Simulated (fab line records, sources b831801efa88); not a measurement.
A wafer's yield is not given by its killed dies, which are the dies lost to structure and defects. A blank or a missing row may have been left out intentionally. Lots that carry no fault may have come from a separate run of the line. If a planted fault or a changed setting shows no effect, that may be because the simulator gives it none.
The tool behind it: which one? | flow gf180mcu | 14 lots, 42 wafers sampled, at 4 steps of a route of 602

== WHAT EACH GAUGE READ, for each wafer ==
GF_PASSIVATION_BOW_MEAS_14. Usual: PASSIVATION_BOW typically reads 132 um, with standard deviation 12.
lot  | measured     | on           | PASSIVATION_BOW (um) | flag
L639 | day 28 19:18 | filmMetro-02 | 141 151 143          | 
L640 | day 29 02:10 | filmMetro-01 | 125 125 128          | 
L641 | day 29 16:49 | filmMetro-03 | 139 135 134          | 
L642 | day 30 02:16 | filmMetro-01 | 119 117 131          | 
L643 | day 30 11:16 | filmMetro-02 | 145 131 123          | 
L645 | day 30 22:08 | filmMetro-02 | 121 131 121          | 
L646 | day 31 09:58 | filmMetro-03 | 148 143 161          | 
L647 | day 31 11:57 | filmMetro-02 | 122 137 134          | 
L648 | day 31 15:58 | filmMetro-02 | 118 120 124          | 
L649 | day 31 21:13 | filmMetro-01 | 112 117 127          | 
L650 | day 32 10:43 | filmMetro-02 | 140 145 138          | 
L658 | day 34 03:26 | filmMetro-03 | 134 118 136          | 
L661 | day 34 17:31 | filmMetro-03 | 128 132 120          | 
L662 | day 34 20:47 | filmMetro-03 | 137 121 140          | 

== TOOL THAT RAN EACH LOT (tool first, then ch and the chambers of the sampled wafers, then the start) ==
lot  | GF_V5_CVD_02                    | GF_V5_SPUTTER_21            | GF_TOP_METAL_SPUTTER_01
L639 | pecvd-03 ch 0,2, day 26 00:36   | pvdSputter-02, day 26 22:48 | pvdSputter-03, day 26 23:35
L640 | pecvd-04 ch 0,1, day 26 10:17   | pvdSputter-02, day 27 07:24 | pvdSputter-03, day 27 08:19
L641 | pecvd-02 ch 0,1,2, day 27 01:10 | pvdSputter-03, day 27 22:53 | pvdSputter-03, day 27 23:41
L642 | pecvd-04 ch 1,2, day 27 11:54   | pvdSputter-03, day 28 08:30 | pvdSputter-01, day 28 09:17
L643 | pecvd-02 ch 0,1,2, day 27 20:28 | pvdSputter-04, day 28 17:32 | pvdSputter-03, day 28 18:20
L645 | pecvd-03 ch 0,2, day 28 10:25   | pvdSputter-02, day 29 06:04 | pvdSputter-03, day 29 06:52
L646 | pecvd-04 ch 0,2, day 28 21:42   | pvdSputter-04, day 29 18:02 | pvdSputter-03, day 29 18:50
L647 | pecvd-04 ch 0,1,2, day 29 00:32 | pvdSputter-02, day 29 20:10 | pvdSputter-03, day 29 20:58
L648 | pecvd-03 ch 0,1,2, day 29 03:39 | pvdSputter-02, day 29 23:46 | pvdSputter-03, day 30 00:34
L649 | pecvd-04 ch 0,1, day 29 09:38   | pvdSputter-03, day 30 05:40 | pvdSputter-03, day 30 06:29
L650 | pecvd-04 ch 0,2, day 30 00:08   | pvdSputter-03, day 30 19:31 | pvdSputter-03, day 30 20:19
L658 | pecvd-04 ch 0,2, day 31 22:37   | pvdSputter-03, day 32 16:33 | pvdSputter-01, day 32 17:21
L661 | pecvd-04 ch 0,2, day 32 14:57   | pvdSputter-04, day 33 07:54 | pvdSputter-02, day 33 08:47
L662 | pecvd-04 ch 0,1,2, day 32 18:12 | pvdSputter-03, day 33 11:50 | pvdSputter-01, day 33 13:00
- GF_V5_CVD_02: deposits SiO2 from TEOS, target thk 1450 nm, time 163.28 s.
- GF_V5_SPUTTER_21: material Ti, target thk 15 nm, time 80.02 s.
- GF_TOP_METAL_SPUTTER_01: material TiN, target thk 30 nm, time 25 s.

== AS READ BY THE TOOLS THEMSELVES (means over the sampled wafers that have a number; for cases with no such wafer, the mark the record gives instead) ==
GF_V5_CVD_02. Usual: heaterPowerW at 681 W, with a standard deviation of 120.
lot  | tool     | heaterPowerW (W) | flag
L639 | pecvd-03 | 614              | 
L640 | pecvd-04 | 811              | 
L641 | pecvd-02 | 667              | 
L642 | pecvd-04 | 669              | 
L643 | pecvd-02 | 701              | 
L645 | pecvd-03 | 538              | 
L646 | pecvd-04 | 693              | 
L647 | pecvd-04 | 761              | 
L648 | pecvd-03 | 612              | 
L649 | pecvd-04 | 714              | 
L650 | pecvd-04 | 680              | 
L658 | pecvd-04 | 832              | 
L661 | pecvd-04 | 706              | 
L662 | pecvd-04 | 693              | 

GF_V5_SPUTTER_21. Usual: throttleValvePct at 29.5 %, with a standard deviation of 0.73.
lot  | tool          | throttleValvePct (%) | flag
L639 | pvdSputter-02 | 29.2                 | 
L640 | pvdSputter-02 | 30.4                 | 
L641 | pvdSputter-03 | 29.8                 | 
L642 | pvdSputter-03 | 29.5                 | 
L643 | pvdSputter-04 | 29.3                 | 
L645 | pvdSputter-02 | 29.7                 | 
L646 | pvdSputter-04 | 29.6                 | 
L647 | pvdSputter-02 | 29.7                 | 
L648 | pvdSputter-02 | 28.8                 | 
L649 | pvdSputter-03 | 29.8                 | 
L650 | pvdSputter-03 | 29.6                 | 
L658 | pvdSputter-03 | 29.2                 | 
L661 | pvdSputter-04 | 29.7                 | 
L662 | pvdSputter-03 | 29.5                 | 

GF_TOP_METAL_SPUTTER_01. Usual: throttleValvePct at 29.3 %, with a standard deviation of 0.89.
lot  | tool          | throttleValvePct (%) | flag
L639 | pvdSputter-03 | 29.3                 | 
L640 | pvdSputter-03 | 29.2                 | 
L641 | pvdSputter-03 | 29.5                 | 
L642 | pvdSputter-01 | 28.9                 | 
L643 | pvdSputter-03 | 29.4                 | 
L645 | pvdSputter-03 | 29.5                 | 
L646 | pvdSputter-03 | 29.4                 | 
L647 | pvdSputter-03 | 29.7                 | 
L648 | pvdSputter-03 | 30.1                 | 
L649 | pvdSputter-03 | 29.0                 | 
L650 | pvdSputter-03 | 29.5                 | 
L658 | pvdSputter-01 | 28.8                 | 
L661 | pvdSputter-02 | 29.7                 | 
L662 | pvdSputter-01 | 28.6                 | 

== THE ANSWER, worked out from the rows above alone ==
Rule: a lot is off if the mean of its wafers that have a number lies more than 3 standard deviations from the usual mean. A lot without any number at a reading at which 4 lots or more have one is off too. All remaining lots with rows at the step are treated as sound. First the gauges in route order, then the tools' own readings, where a lot's mean is used as printed above. The first step at which some lot is off is used, and at that step the reading that is off furthest; a lot without a number counts as furthest.
No lot is off on any of the readings shown, so nothing can be concluded from this.

== WHAT THE SIMULATOR PUT IN ==
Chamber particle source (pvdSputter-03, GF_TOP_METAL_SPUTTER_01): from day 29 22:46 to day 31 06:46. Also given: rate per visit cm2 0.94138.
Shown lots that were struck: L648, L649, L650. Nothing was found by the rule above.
